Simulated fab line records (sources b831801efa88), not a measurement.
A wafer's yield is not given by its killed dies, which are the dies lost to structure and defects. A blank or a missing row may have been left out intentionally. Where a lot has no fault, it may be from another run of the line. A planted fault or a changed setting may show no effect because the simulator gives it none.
Comparing a struck lot with a sound one + flow sky130 + 28 out of 708 route steps
Sound: wafers L557.1, L557.2, L557.5. Wafers L563.2, L563.5, L563.6 were the ones struck. The cause comes at the end.
Each step with rows lists, per side, the tool, then ch with its chambers, then its first start. Under that, the readings that differ: sound wafers + struck wafers + difference of the means + sigmas: that difference in standard deviations of wafers without a fault.
alike: words and numbers the same on both sides, and readings whose means are apart by under 2 such deviations; not compared: readings that were withheld, readings missing a value for some wafer, numbers with overlapping values and no deviation given by the record, and bounds like >300 which may hide the same value.
A row with sigmas, a row that says differs or no value, or rows on one side alone: a step with any of these is where the two part. Numbers that don't overlap but have no deviation are shown without sigmas and don't part them. A reading missing from all wafers of one side parts the sides only when that side holds two or more wafers.

first, 5 steps without rows for these wafers: SKY_SONOS_ONO_COAT_08 (resist thk 1140 nm); SKY_SONOS_ONO_SOFTBAKE_09 (time 60 s); SKY_SONOS_ONO_EXPOSE_10 (exposes mask ONOM, target cd 410 nm); SKY_SONOS_ONO_PEB_11; SKY_SONOS_ONO_DEVELOP_12 (develop time 60 s).
SKY_SONOS_ONO_CD_MEAS_13: target cd 410 nm.
  sound on cd sem-01 at day 14 23:17; struck on cd sem-01 at day 16 19:59
  alike: cd nm
SKY_SONOS_ONO_OVL_MEAS_14:
  sound on overlay-01 at day 14 23:25; struck on overlay-01 at day 16 20:05
  alike: SONOS_ONO_OVL
SKY_SONOS_ONO_ETCH_15: etches the open film in CHF3/O2, target depth 19.52 nm, time 7.8 s.
  sound on rie diel-04 ch 0,1,3, day 14 23:27; struck on rie diel-01 ch 1,2, day 16 20:07
  alike: chf3 flow sccm, drypump motor current A, oes product au, throttle valve pct
  not compared: rf hours counter h
then, 1 step without rows for these wafers: SKY_SONOS_ONO_WET_ETCH_16 (etches SiO2 in dHF, target depth 14 nm, time 280 s).
SKY_SONOS_ONO_STRIP_17: strips in O2/N2.
  sound on plasma asher-04 ch 0,1, day 14 23:34; struck on plasma asher-03 ch 0,1, day 16 20:13
  alike: drypump motor current A, oes product au, strip time to endpoint s
  not compared: rf hours counter h
then, 2 steps without rows for these wafers: SKY_SONOS_ONO_WET_ETCH_18 (etches Si3N4 in H3PO4, target depth 15 nm, time 172 s); SKY_GATE_OXIDE_CLEAN_00 (cleans in SC1/SC2, time 150 s).
SKY_GATE_OXIDE_OXIDATION_01: stabilise 600 s, purge 300 s, target thk 10.268 nm.
  sound on furnace-01 ch 0, day 15 00:48; struck on furnace-02 ch 0, day 16 21:29
| reading                                           | sound            | struck               | difference | sigmas |
|---------------------------------------------------|------------------|----------------------|------------|--------|
| ox time s (s)                                     | 1473 1473 1473   | 1767.6 1767.6 1767.6 | +294.6     |        |
| model.SiO2_of_GATE_OXIDE_OXIDATION_01.thk nm (nm) | 10.32 10.09 10.1 | 11.43 11.61 11.55    | +1.36      |        |
  alike: spike tc centre C
SKY_GATE_OXIDE_THK_MEAS_02:
  sound on film metro-04 at day 15 02:13; struck on film metro-04 at day 16 23:08
| reading                          | sound             | struck            | difference | sigmas |
|----------------------------------|-------------------|-------------------|------------|--------|
| GATE_OXIDE_OXIDATION_00_THK (nm) | 10.30 10.08 10.09 | 11.41 11.61 11.53 | +1.36      | +6     |
  not compared: hold
then, 6 steps without rows for these wafers: SKY_GATE_OXIDE_HMDS_04 (prime time 60 s); SKY_GATE_OXIDE_COAT_05 (resist thk 1140 nm); SKY_GATE_OXIDE_SOFTBAKE_06 (time 60 s); SKY_GATE_OXIDE_EXPOSE_07 (exposes mask LVOM, target cd 600 nm); SKY_GATE_OXIDE_PEB_08; SKY_GATE_OXIDE_DEVELOP_09 (develop time 60 s).
SKY_GATE_OXIDE_OVL_MEAS_10:
  sound on overlay-01 at day 16 04:46; struck on overlay-02 at day 18 04:43
  alike: GATE_OXIDE_OVL
then, 2 steps without rows for these wafers: SKY_GATE_OXIDE_IMPLANT_11; SKY_GATE_OXIDE_WET_ETCH_12 (etches SiO2 in dHF, target depth 16.8 nm, time 336 s).
SKY_GATE_OXIDE_STRIP_13: strips in O2/N2.
  sound on plasma asher-03 ch 0,1, day 16 05:04; struck on plasma asher-03 ch 0,1, day 18 05:01
  alike: drypump motor current A, oes product au, strip time to endpoint s
  not compared: rf hours counter h
SKY_GATE_OXIDE_TW_MEAS_14:
  sound on film metro-04 at day 16 05:10; struck on film metro-03 at day 18 05:20
  alike: GATE_OXIDE_TW
  not compared: hold
SKY_GATE_OXIDE_OXIDATION_16: stabilise 600 s, purge 300 s, target thk 3.57 nm.
  sound on furnace-02 ch 0, day 16 08:09; struck on furnace-02 ch 0, day 18 11:40
| reading                                           | sound             | struck            | difference | sigmas |
|---------------------------------------------------|-------------------|-------------------|------------|--------|
| model.SiO2_of_GATE_OXIDE_OXIDATION_01.thk nm (nm) | 11.67 11.47 11.46 | 12.75 12.91 12.87 | +1.31      |        |
  alike: ox time s, spike tc centre C
then, 1 step without rows for these wafers: SKY_POLY_GATE_CVD_00 (deposits poly-Si, target thk 180 nm, time 720 s).
-- a jump in the record: the struck wafers' starts before and after are 32 days apart (it breaks off in module POLY_GATE and resumes in module PAD_OPEN, where the first step shown is number 708 of the route) --
SKY_PAD_OPEN_PROBE_99:
  sound on prober-02 at day 47 06:23; struck on prober-02 at day 50 08:20
| reading                                | sound                        | struck                        | difference | sigmas |
|----------------------------------------|------------------------------|-------------------------------|------------|--------|
| model.etest.nfet_16v.r on ohm um       | 1.432e+04 1.42e+04 1.419e+04 | 1.447e+04 1.463e+04 1.454e+04 | +3.100e+02 |        |
| model.etest.tip sonos.rs ohm sq        | 2719 2620 2612               | 2921 2994 2958                | +307       |        |
| model.etest.pfet g5v0d10v5.r on ohm um | 4792 4706 4770               | 4881 4948 5042                | +201       |        |
| model.etest.nfet g5v0d10v5.r on ohm um | 1901 1894 1895               | 1979 1975 1986                | +83        |        |
| model.etest.nfet g5v0d10v5.drive ua um | 599 611.9 602.4              | 561.3 550.6 553.2             | -49.4      |        |
| model.etest.nfet_05v0_nvt.drive ua um  | 572.1 576.5 577.5            | 534.7 528.8 528.1             | -44.8      |        |
| model.etest.pfet g5v0d10v5.drive ua um | 344.9 347.7 345.1            | 322.8 319.1 315.1             | -26.9      |        |
| model.etest.nfet_16v.drive ua um       | 218.3 223.2 222.2            | 200.6 199.7 201.3             | -20.7      |        |
  alike: killed_at_M0_to_M3, killed_at_M4_up, killed at contacts, killed at front end, killed at other, killed dies, killed open, killed short

== WHERE THEY PART ==
Within this record, at SKY_GATE_OXIDE_THK_MEAS_02 only. Later steps at which nothing parts them and some readings are alike: SKY_GATE_OXIDE_OVL_MEAS_10, SKY_GATE_OXIDE_STRIP_13, SKY_GATE_OXIDE_TW_MEAS_14, SKY_GATE_OXIDE_OXIDATION_16, SKY_PAD_OPEN_PROBE_99.

WHY: what had been put in by the simulator
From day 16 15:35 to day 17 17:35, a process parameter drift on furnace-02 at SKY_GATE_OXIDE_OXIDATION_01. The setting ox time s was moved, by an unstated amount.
